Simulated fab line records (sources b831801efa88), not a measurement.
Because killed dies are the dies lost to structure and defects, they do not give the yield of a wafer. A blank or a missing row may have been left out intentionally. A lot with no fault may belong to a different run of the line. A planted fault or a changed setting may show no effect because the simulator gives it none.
Matching of chambers | flow sky130 | 4 sister chambers for SKY_FIELD_ISO_ETCH_15 on rie_diel-04
The step etches the open film in CHF3/O2, stops on Si, target depth 180 nm, time 72 s. 8 wafers are shown with their chamber, then 7 later ones without.

== WAFERS PAIRED WITH THEIR CHAMBERS ==
wafer  | chamber | O2_flow_sccm (sccm) | throttle_valve_pct (%)
L298.3 | 3       | 4.984               | 8.842
L300.3 | 2       | 5.000               | 8.841
L307.1 | 1       | 5.013               | 8.849
L307.3 | 2       | 4.999               | 8.854
L307.6 | 3       | 5.003               | 8.839
L311.4 | 1       | 5.026               | 8.842
L313.2 | 0       | 5.015               | 8.841
L313.4 | 0       | 5.008               | 8.846

== WAFERS MISSING THEIR CHAMBER ==
wafer  | O2_flow_sccm (sccm) | throttle_valve_pct (%)
L313.6 | 4.985               | 8.837
L315.2 | 4.995               | 8.856
L315.3 | 5.005               | 8.829
L315.5 | 4.989               | 8.854
L317.1 | 4.994               | 8.843
L317.4 | 5.013               | 8.839
L317.5 | 4.991               | 8.846

== THE CHAMBER EACH PASSED THROUGH ==
wafer  | from the rows above               | in truth
L313.6 | can't be placed: 3 or 2           | 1
L315.2 | can't be placed: 2 or 3 or 0 or 1 | 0
L315.3 | can't be placed: 3 or 0 or 2 or 1 | 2
L315.5 | can't be placed: 2 or 3 or 0      | 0
L317.1 | can't be placed: 3 or 2 or 0      | 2
L317.4 | can't be placed: 0 or 1 or 2 or 3 | 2
L317.5 | can't be placed: 3 or 2 or 0      | 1
Placed correctly: 0 of 7. Cannot be placed on the basis of these rows: 7; the candidates contain the true chamber in 5. Placed wrongly: 0.
How it was worked out, from the rows above alone: a wafer's distance from a chamber is the root of the sum, over the readings, of the square of ((its reading less the chamber's mean) divided by the reading's scatter). The wafer belongs to the nearest chamber; if the next one is less than 2 further off, it can't be placed. Each chamber's mean is taken over the wafers shown for it. The scatter is the square root of a quotient: the sum, over the shown wafers, of each reading's squared deviation from its chamber's mean, divided by wafers minus chambers.
